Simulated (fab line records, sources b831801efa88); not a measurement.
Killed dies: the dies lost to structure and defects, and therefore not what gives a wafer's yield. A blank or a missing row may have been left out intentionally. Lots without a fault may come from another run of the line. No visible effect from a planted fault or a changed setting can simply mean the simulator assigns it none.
One fault seen from 2 desks + flow gf180mcu + numbers are kept per desk, each desk with only its own; the story behind them comes last

THE METROLOGY DESK
What the gauges read for every lot (on any tool): the sampled wafers with a number, averaged. The brackets show how far a lot's mean lies from the usual mean; more than 4 standard deviations puts the lot out of limits, marked OUT.
Columns: A = POLY_GATE_OVL at GF_POLY_GATE_OVL_MEAS_11, usual 9 nm; B = HV_LDD_01_OVL at GF_HV_LDD_OVL_MEAS_20, usual 1.7 nm; C = cd_nm at GF_HV_LDD_CD_MEAS_31, usual 400.6 nm; D = NSD_RS at GF_PSD_RS_MEAS_14, usual 46.18 ohm/sq
| lot  | first seen here | A  | B    | C     | D                |
|------|-----------------|----|------|-------|------------------|
| L189 | day 9 02:26     | 14 | -1.7 | 399.0 | 46.16            |
| L191 | day 9 17:41     | 3  | 1.6  | 398.1 | 46.17            |
| L192 | day 9 20:50     | 12 | 1.9  | 400.4 | 46.16            |
| L193 | day 10 08:44    | 11 | 1.9  | 401.9 | 46.18            |
| L194 | day 10 16:09    | 11 | 1.1  | 399.0 | 46.08            |
| L195 | day 10 21:31    | 7  | 3.4  | 401.2 | 46.19            |
| L198 | day 11 19:46    | 9  | 4.5  | 402.1 | 46.20            |
| L199 | day 12 00:18    | 6  | 3.3  | 397.8 | 46.12            |
| L201 | day 12 14:39    | 3  | 2.6  | 399.5 | 46.19            |
| L202 | day 12 19:35    | 15 | -0.4 | 399.5 | 46.15            |
| L206 | day 14 10:27    | 11 | 2.8  | 396.4 | 46.66 (+6.4) OUT |
| L207 | day 14 16:12    | 9  | 0.5  | 402.7 | 46.45            |
| L208 | day 14 19:42    | 9  | 0.3  | 399.9 | 46.28            |
| L212 | day 15 22:37    | 3  | 0.4  | 398.2 | 46.17            |
This desk's finding: out of limits on L206; first on L206, day 20 13:14 (NSD_RS at GF_PSD_RS_MEAS_14). In limits: L189, L191, L192, L193, L194, L195, L198, L199, L201, L202, L207, L208, L212.

THE TOOL OWNER'S DESK: implanter-02
GF_NSD_IMPLANT_10, tool's own readings: per-lot mean of the sampled wafers with a number, covering each lot this tool ran. The brackets show how far a lot's mean lies from the usual mean; more than 4 standard deviations puts the lot out of limits, marked OUT.
Columns: A = beam_energy_keV at GF_NSD_IMPLANT_10, usual 40.002; B = beam_on_s at GF_NSD_IMPLANT_10, usual 10.01 s; C = faraday_current_uA at GF_NSD_IMPLANT_10, usual 2786
| lot  | first seen here | A                | B     | C    |
|------|-----------------|------------------|-------|------|
| L192 | day 14 01:48    | 39.997           | 10.16 | 2742 |
| L198 | day 16 08:13    | 40.006           | 10.15 | 2751 |
| L199 | day 16 14:59    | 40.014           | 9.99  | 2787 |
| L202 | day 17 14:46    | 40.011           | 10.11 | 2754 |
| L206 | day 19 12:09    | 40.763 (+59) OUT | 9.95  | 2797 |
| L207 | day 19 17:16    | 40.767 (+59) OUT | 9.96  | 2794 |
Finding of this desk: L206, L207 out of limits; the first was L206 at day 19 12:09, on beam_energy_keV at GF_NSD_IMPLANT_10. In limits: L192, L198, L199, L202.

PUT TOGETHER
On L206, L207, at day 19 12:09, an alarm was possible from the tool owner's desk.
On L206, the metrology desk was in a position to raise an alarm at day 20 13:14.
The metrology desk holds a record of L207, inside its limits.
On implanter-02, each named lot ran GF_NSD_IMPLANT_10.

WHAT THE SIMULATOR HAD PUT IN
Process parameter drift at GF_NSD_IMPLANT_10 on implanter-02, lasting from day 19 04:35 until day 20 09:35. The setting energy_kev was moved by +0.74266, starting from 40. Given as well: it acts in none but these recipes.
Lots struck among those shown: L206, L207.
Delay (hours) between the fault's onset and each desk's first out-of-limits reading: 8 at the tool owner's desk, 33 at the metrology desk.
